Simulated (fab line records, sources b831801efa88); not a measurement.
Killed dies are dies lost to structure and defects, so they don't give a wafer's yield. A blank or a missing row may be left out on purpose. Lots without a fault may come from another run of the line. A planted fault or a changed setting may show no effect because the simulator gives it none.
Which tool did it? | flow gf180mcu | 6 lots, 18 wafers sampled, at 4 steps of a route of 602

WHAT THE GAUGES READ, wafer by wafer
GF_M1_THK_MEAS_06: measures by xrf.
lot  | measured     | on            | M1_ALCU_THK (nm)
L263 | day 16 15:57 | film_metro-04 | 455 455 450
L267 | day 17 21:05 | film_metro-04 | 453 448 458
L269 | day 18 18:46 | film_metro-01 | 444 447 447
L272 | day 20 03:35 | film_metro-04 | 454 447 454
L275 | day 21 01:31 | film_metro-01 | 448 446 447
L280 | day 22 18:29 | film_metro-01 | 435 431 432

WHICH TOOL RAN EACH LOT (tool, then ch and the chambers of the sampled wafers, then the start)
lot  | GF_STI_ETCH_14                  | GF_LVPWELL_COAT_02               | GF_LVPWELL_STRIP_10
L263 | rie_si-01 ch 0,1,3, day 2 06:09 | litho_track-04 ch 0, day 3 20:31 | plasma_asher-02 ch 0,1, day 4 03:46
L267 | rie_si-02 ch 2,3, day 3 02:23   | litho_track-03 ch 0, day 4 16:22 | plasma_asher-03 ch 0,1, day 4 23:53
L269 | rie_si-01 ch 1,3, day 3 14:14   | litho_track-04 ch 0, day 5 04:56 | plasma_asher-03 ch 0,1, day 5 12:17
L272 | rie_si-02 ch 2,3, day 4 04:50   | litho_track-04 ch 0, day 5 20:35 | plasma_asher-04 ch 0,1, day 6 08:28
L275 | rie_si-01 ch 0,2, day 4 20:17   | litho_track-01 ch 0, day 6 12:46 | plasma_asher-02 ch 1, day 6 20:36
L280 | rie_si-01 ch 0,1,3, day 5 22:17 | litho_track-04 ch 0, day 7 16:41 | plasma_asher-04 ch 0,1, day 8 01:06
- GF_STI_ETCH_14: etches Si in HBr/Cl2/O2, target depth 360 nm, time 102.9 s.
- GF_LVPWELL_COAT_02: resist thk 3000 nm.
- GF_LVPWELL_STRIP_10: strips in O2/N2.

THE ANSWER, worked out from the rows above alone
Rule: what is usual is taken from the lots themselves. Put in order of their means at a reading, lots are off if they are a third of the lots or fewer, leave a main group of 4 or more, and stand apart from it by a gap of 3 or more times the standard deviation of the main group's means; of several such gaps the widest counts. A main group whose means are all the same, to the digits that the tables above print for the reading, isn't used. A lot without any number at a reading at which 4 lots or more have one is off too. The other lots that the step has rows for count as sound.
Off: L280, at GF_M1_THK_MEAS_06 (M1_ALCU_THK). The main group: mean 450 nm, standard deviation 3.1.
A tool fits if, at a process step before that reading, it ran every lot that is off, and no sound lot after the first of them. The gauges at GF_M1_THK_MEAS_06 are tried like those tools. Can't be told from this: 4 tools fit, rie_si-01 at GF_STI_ETCH_14, litho_track-04 at GF_LVPWELL_COAT_02, plasma_asher-04 at GF_LVPWELL_STRIP_10, film_metro-01 at GF_M1_THK_MEAS_06.

WHAT THE SIMULATOR HAD PUT IN
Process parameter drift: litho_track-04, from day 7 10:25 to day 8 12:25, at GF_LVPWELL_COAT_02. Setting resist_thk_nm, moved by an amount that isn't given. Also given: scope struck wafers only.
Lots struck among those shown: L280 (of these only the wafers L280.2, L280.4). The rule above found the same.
